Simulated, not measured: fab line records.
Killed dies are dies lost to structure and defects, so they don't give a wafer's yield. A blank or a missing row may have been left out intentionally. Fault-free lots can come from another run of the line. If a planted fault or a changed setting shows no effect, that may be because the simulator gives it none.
The tool behind it: which one? || flow gf180mcu || 13 lots with 39 wafers sampled at 5 steps, on a route of 602 steps

== WHAT THE GAUGES SHOWED, per wafer ==
GF_M3_THK_MEAS_06: measures by xrf.
{"lot": "L391", "measured": "day 20 19:33", "on": "filmMetro-02", "M3_ALCU_THK (nm)": "443 453 443"}
{"lot": "L393", "measured": "day 21 18:02", "on": "filmMetro-03", "M3_ALCU_THK (nm)": "438 450 453"}
{"lot": "L395", "measured": "day 22 14:01", "on": "filmMetro-03", "M3_ALCU_THK (nm)": "451 456 451"}
{"lot": "L396", "measured": "day 22 20:49", "on": "filmMetro-02", "M3_ALCU_THK (nm)": "439 451 449"}
{"lot": "L398", "measured": "day 23 08:21", "on": "filmMetro-03", "M3_ALCU_THK (nm)": "454 453 445"}
{"lot": "L399", "measured": "day 23 23:14", "on": "filmMetro-04", "M3_ALCU_THK (nm)": "450 440 439"}
{"lot": "L402", "measured": "day 24 22:04", "on": "filmMetro-04", "M3_ALCU_THK (nm)": "453 451 456"}
{"lot": "L404", "measured": "day 25 13:17", "on": "filmMetro-02", "M3_ALCU_THK (nm)": "461 455 457"}
{"lot": "L405", "measured": "day 25 21:38", "on": "filmMetro-02", "M3_ALCU_THK (nm)": "447 447 453"}
{"lot": "L407", "measured": "day 26 14:13", "on": "filmMetro-02", "M3_ALCU_THK (nm)": "446 449 450"}
{"lot": "L410", "measured": "day 27 13:57", "on": "filmMetro-03", "M3_ALCU_THK (nm)": "448 451 450"}
{"lot": "L412", "measured": "day 28 05:06", "on": "filmMetro-02", "M3_ALCU_THK (nm)": "443 443 442"}
{"lot": "L413", "measured": "day 28 13:19", "on": "filmMetro-03", "M3_ALCU_THK (nm)": "457 461 453"}

GF_V3_THK_MEAS_01.
{"lot": "L391", "measured": "day 21 19:40", "on": "filmMetro-03", "V3_CVD_00_THK (nm)": "595 592 590"}
{"lot": "L393", "measured": "day 22 18:34", "on": "filmMetro-02", "V3_CVD_00_THK (nm)": "594 591 591"}
{"lot": "L395", "measured": "day 23 13:26", "on": "filmMetro-01", "V3_CVD_00_THK (nm)": "592 594 597"}
{"lot": "L396", "measured": "day 23 19:45", "on": "filmMetro-01", "V3_CVD_00_THK (nm)": "608 598 602"}
{"lot": "L398", "measured": "day 24 07:22", "on": "filmMetro-01", "V3_CVD_00_THK (nm)": "594 594 593"}
{"lot": "L399", "measured": "day 24 22:28", "on": "filmMetro-03", "V3_CVD_00_THK (nm)": "597 590 584"}
{"lot": "L402", "measured": "day 25 20:18", "on": "filmMetro-01", "V3_CVD_00_THK (nm)": "291 297 293"}
{"lot": "L404", "measured": "day 26 10:58", "on": "filmMetro-03", "V3_CVD_00_THK (nm)": "294 292 293"}
{"lot": "L405", "measured": "day 26 20:26", "on": "filmMetro-02", "V3_CVD_00_THK (nm)": "307 300 301"}
{"lot": "L407", "measured": "day 27 11:44", "on": "filmMetro-03", "V3_CVD_00_THK (nm)": "604 605 609"}
{"lot": "L410", "measured": "day 28 10:21", "on": "filmMetro-02", "V3_CVD_00_THK (nm)": "604 609 605"}
{"lot": "L412", "measured": "day 29 01:57", "on": "filmMetro-02", "V3_CVD_00_THK (nm)": "608 598 601"}
{"lot": "L413", "measured": "day 29 09:34", "on": "filmMetro-02", "V3_CVD_00_THK (nm)": "601 603 603"}

GF_V3_THK_MEAS_03.
{"lot": "L391", "measured": "day 21 19:48", "on": "filmMetro-01", "V3_CVD_02_THK (nm)": "819 841 842"}
{"lot": "L393", "measured": "day 22 18:44", "on": "filmMetro-01", "V3_CVD_02_THK (nm)": "863 857 860"}
{"lot": "L395", "measured": "day 23 13:34", "on": "filmMetro-01", "V3_CVD_02_THK (nm)": "851 864 866"}
{"lot": "L396", "measured": "day 23 19:53", "on": "filmMetro-02", "V3_CVD_02_THK (nm)": "849 848 867"}
{"lot": "L398", "measured": "day 24 07:29", "on": "filmMetro-03", "V3_CVD_02_THK (nm)": "838 859 863"}
{"lot": "L399", "measured": "day 24 22:36", "on": "filmMetro-02", "V3_CVD_02_THK (nm)": "851 854 846"}
{"lot": "L402", "measured": "day 25 20:26", "on": "filmMetro-03", "V3_CVD_02_THK (nm)": "838 829 844"}
{"lot": "L404", "measured": "day 26 11:05", "on": "filmMetro-02", "V3_CVD_02_THK (nm)": "853 859 880"}
{"lot": "L405", "measured": "day 26 20:37", "on": "filmMetro-03", "V3_CVD_02_THK (nm)": "853 866 875"}
{"lot": "L407", "measured": "day 27 11:52", "on": "filmMetro-01", "V3_CVD_02_THK (nm)": "832 845 870"}
{"lot": "L410", "measured": "day 28 10:29", "on": "filmMetro-03", "V3_CVD_02_THK (nm)": "856 853 844"}
{"lot": "L412", "measured": "day 29 02:05", "on": "filmMetro-02", "V3_CVD_02_THK (nm)": "857 845 867"}
{"lot": "L413", "measured": "day 29 09:42", "on": "filmMetro-03", "V3_CVD_02_THK (nm)": "846 839 850"}

== WHAT TOOL EACH LOT RAN ON (gives the tool, then ch and the chambers of the sampled wafers, and finally the start) ==
{"lot": "L391", "GF_M3_STRIP_17": "plasmaAsher-02 ch 0,1, day 21 19:04", "GF_V3_CVD_00": "hdpcvd-02 ch 0,1,2, day 21 19:34"}
{"lot": "L393", "GF_M3_STRIP_17": "plasmaAsher-02 ch 0,1, day 22 17:58", "GF_V3_CVD_00": "hdpcvd-02 ch 0,1,2, day 22 18:30"}
{"lot": "L395", "GF_M3_STRIP_17": "plasmaAsher-02 ch 1, day 23 12:47", "GF_V3_CVD_00": "hdpcvd-02 ch 0,2, day 23 13:20"}
{"lot": "L396", "GF_M3_STRIP_17": "plasmaAsher-02 ch 0,1, day 23 19:08", "GF_V3_CVD_00": "hdpcvd-02 ch 0,1, day 23 19:40"}
{"lot": "L398", "GF_M3_STRIP_17": "plasmaAsher-02 ch 0,1, day 24 06:46", "GF_V3_CVD_00": "hdpcvd-02 ch 0,1, day 24 07:16"}
{"lot": "L399", "GF_M3_STRIP_17": "plasmaAsher-02 ch 0,1, day 24 21:51", "GF_V3_CVD_00": "hdpcvd-02 ch 0,1,2, day 24 22:23"}
{"lot": "L402", "GF_M3_STRIP_17": "plasmaAsher-03 ch 0,1, day 25 19:41", "GF_V3_CVD_00": "hdpcvd-02 ch 1,2, day 25 20:13"}
{"lot": "L404", "GF_M3_STRIP_17": "plasmaAsher-01 ch 0,1, day 26 10:20", "GF_V3_CVD_00": "hdpcvd-02 ch 0,1,2, day 26 10:53"}
{"lot": "L405", "GF_M3_STRIP_17": "plasmaAsher-02 ch 0,1, day 26 18:41", "GF_V3_CVD_00": "hdpcvd-02 ch 0,1,2, day 26 20:22"}
{"lot": "L407", "GF_M3_STRIP_17": "plasmaAsher-01 ch 0,1, day 27 11:05", "GF_V3_CVD_00": "hdpcvd-01 ch 0,2, day 27 11:39"}
{"lot": "L410", "GF_M3_STRIP_17": "plasmaAsher-03 ch 0,1, day 28 09:44", "GF_V3_CVD_00": "hdpcvd-01 ch 0,1, day 28 10:17"}
{"lot": "L412", "GF_M3_STRIP_17": "plasmaAsher-01 ch 0,1, day 29 01:17", "GF_V3_CVD_00": "hdpcvd-01 ch 1,2, day 29 01:52"}
{"lot": "L413", "GF_M3_STRIP_17": "plasmaAsher-03 ch 0,1, day 29 08:56", "GF_V3_CVD_00": "hdpcvd-01 ch 0,2, day 29 09:29"}
- GF_M3_STRIP_17: strips in O2/N2.
- GF_V3_CVD_00: deposits SiO2, target thk 600 nm, time 100 s.

== WHAT THE TOOLS THEMSELVES READ (means of the sampled wafers that have a number; where no wafer has one, the mark that the record gives instead) ==
GF_M3_STRIP_17.
{"lot": "L391", "tool": "plasmaAsher-02", "drypumpMotorCurrentA (A)": 5.3, "heaterPowerW (W)": 299, "oesProductAu (a.u.)": 0.559, "stripTimeToEndpointS (s)": 7.85}
{"lot": "L393", "tool": "plasmaAsher-02", "drypumpMotorCurrentA (A)": 5.3, "heaterPowerW (W)": 297, "oesProductAu (a.u.)": 0.564, "stripTimeToEndpointS (s)": 7.97}
{"lot": "L395", "tool": "plasmaAsher-02", "drypumpMotorCurrentA (A)": 5.2, "heaterPowerW (W)": 290, "oesProductAu (a.u.)": 0.554, "stripTimeToEndpointS (s)": 7.87}
{"lot": "L396", "tool": "plasmaAsher-02", "drypumpMotorCurrentA (A)": 5.3, "heaterPowerW (W)": 308, "oesProductAu (a.u.)": 0.560, "stripTimeToEndpointS (s)": 7.90}
{"lot": "L398", "tool": "plasmaAsher-02", "drypumpMotorCurrentA (A)": 5.3, "heaterPowerW (W)": 313, "oesProductAu (a.u.)": 0.555, "stripTimeToEndpointS (s)": 7.87}
{"lot": "L399", "tool": "plasmaAsher-02", "drypumpMotorCurrentA (A)": 5.3, "heaterPowerW (W)": 310, "oesProductAu (a.u.)": 0.558, "stripTimeToEndpointS (s)": 7.86}
{"lot": "L402", "tool": "plasmaAsher-03", "drypumpMotorCurrentA (A)": 5.9, "heaterPowerW (W)": 322, "oesProductAu (a.u.)": 0.557, "stripTimeToEndpointS (s)": 7.92}
{"lot": "L404", "tool": "plasmaAsher-01", "drypumpMotorCurrentA (A)": 5.4, "heaterPowerW (W)": 368, "oesProductAu (a.u.)": 0.556, "stripTimeToEndpointS (s)": 7.89}
{"lot": "L405", "tool": "plasmaAsher-02", "drypumpMotorCurrentA (A)": 5.3, "heaterPowerW (W)": 313, "oesProductAu (a.u.)": 0.560, "stripTimeToEndpointS (s)": 7.93}
{"lot": "L407", "tool": "plasmaAsher-01", "drypumpMotorCurrentA (A)": 5.5, "heaterPowerW (W)": 369, "oesProductAu (a.u.)": 0.558, "stripTimeToEndpointS (s)": 7.91}
{"lot": "L410", "tool": "plasmaAsher-03", "drypumpMotorCurrentA (A)": 5.9, "heaterPowerW (W)": 321, "oesProductAu (a.u.)": 0.554, "stripTimeToEndpointS (s)": 7.81}
{"lot": "L412", "tool": "plasmaAsher-01", "drypumpMotorCurrentA (A)": 5.4, "heaterPowerW (W)": 367, "oesProductAu (a.u.)": 0.559, "stripTimeToEndpointS (s)": 7.85}
{"lot": "L413", "tool": "plasmaAsher-03", "drypumpMotorCurrentA (A)": 6.1, "heaterPowerW (W)": 322, "oesProductAu (a.u.)": 0.551, "stripTimeToEndpointS (s)": 7.83}

GF_V3_CVD_00.
{"lot": "L391", "tool": "hdpcvd-02", "sih4FlowSccm (sccm)": 60.00}
{"lot": "L393", "tool": "hdpcvd-02", "sih4FlowSccm (sccm)": 60.02}
{"lot": "L395", "tool": "hdpcvd-02", "sih4FlowSccm (sccm)": 60.08}
{"lot": "L396", "tool": "hdpcvd-02", "sih4FlowSccm (sccm)": 60.10}
{"lot": "L398", "tool": "hdpcvd-02", "sih4FlowSccm (sccm)": 60.02}
{"lot": "L399", "tool": "hdpcvd-02", "sih4FlowSccm (sccm)": 59.91}
{"lot": "L402", "tool": "hdpcvd-02", "sih4FlowSccm (sccm)": 29.83}
{"lot": "L404", "tool": "hdpcvd-02", "sih4FlowSccm (sccm)": 29.95}
{"lot": "L405", "tool": "hdpcvd-02", "sih4FlowSccm (sccm)": 30.13}
{"lot": "L407", "tool": "hdpcvd-01", "sih4FlowSccm (sccm)": 60.10}
{"lot": "L410", "tool": "hdpcvd-01", "sih4FlowSccm (sccm)": 60.12}
{"lot": "L412", "tool": "hdpcvd-01", "sih4FlowSccm (sccm)": 60.06}
{"lot": "L413", "tool": "hdpcvd-01", "sih4FlowSccm (sccm)": 60.02}

== THE ANSWER, worked out from the rows above alone ==
Rule: usual is defined by the lots themselves. Put in order of their means at a reading, lots are off if they are a third of the lots or fewer, leave a main group of 4 or more, and stand apart from it by a gap of 3 or more times the standard deviation of the main group's means; of several such gaps the widest counts. If all means in a main group match to the digits the tables above print for the reading, that group is not used. A lot without any number at a reading at which 4 lots or more have one is off too. The other lots that the step has rows for count as sound. Order of review: gauges by route order, followed by the tools' own readings, for which a lot's mean as printed above is used. The first step at which some lot is off is used, and at that step the reading that is off furthest; a lot without a number counts as furthest.
Off: L402, L404, L405, seen at GF_V3_THK_MEAS_01 (V3_CVD_00_THK). The main group: mean 598 nm, standard deviation 5.9.
If a tool, at a process step before that reading, ran all the lots that are off and no sound lot after the first of them, it fits. Not tried: the gauges at GF_V3_THK_MEAS_01; whatever is off there is also off at GF_V3_CVD_00, on other tools, and gauge error can't account for it. One candidate fits, namely hdpcvd-02 at GF_V3_CVD_00. Its last sound lot is L399 (day 24 22:23), its first lot that is off L402 (day 25 20:13): a fault that began between those two fits.
On the lots that are off, the tool's own readings at GF_V3_CVD_00 differ by more than 5 times the standard deviation of the sound lots' means, which bears it out; sih4FlowSccm reads 29.97 sccm there versus 60.04 sccm on the sound lots.

== WHAT WAS PUT IN BY THE SIMULATOR ==
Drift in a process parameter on hdpcvd-02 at GF_V3_CVD_00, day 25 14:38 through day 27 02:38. The setting sih4FlowSccm was moved by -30, starting from 60. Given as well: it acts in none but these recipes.
Shown lots that were struck: L402, L404, L405. The rule above reached the same finding.
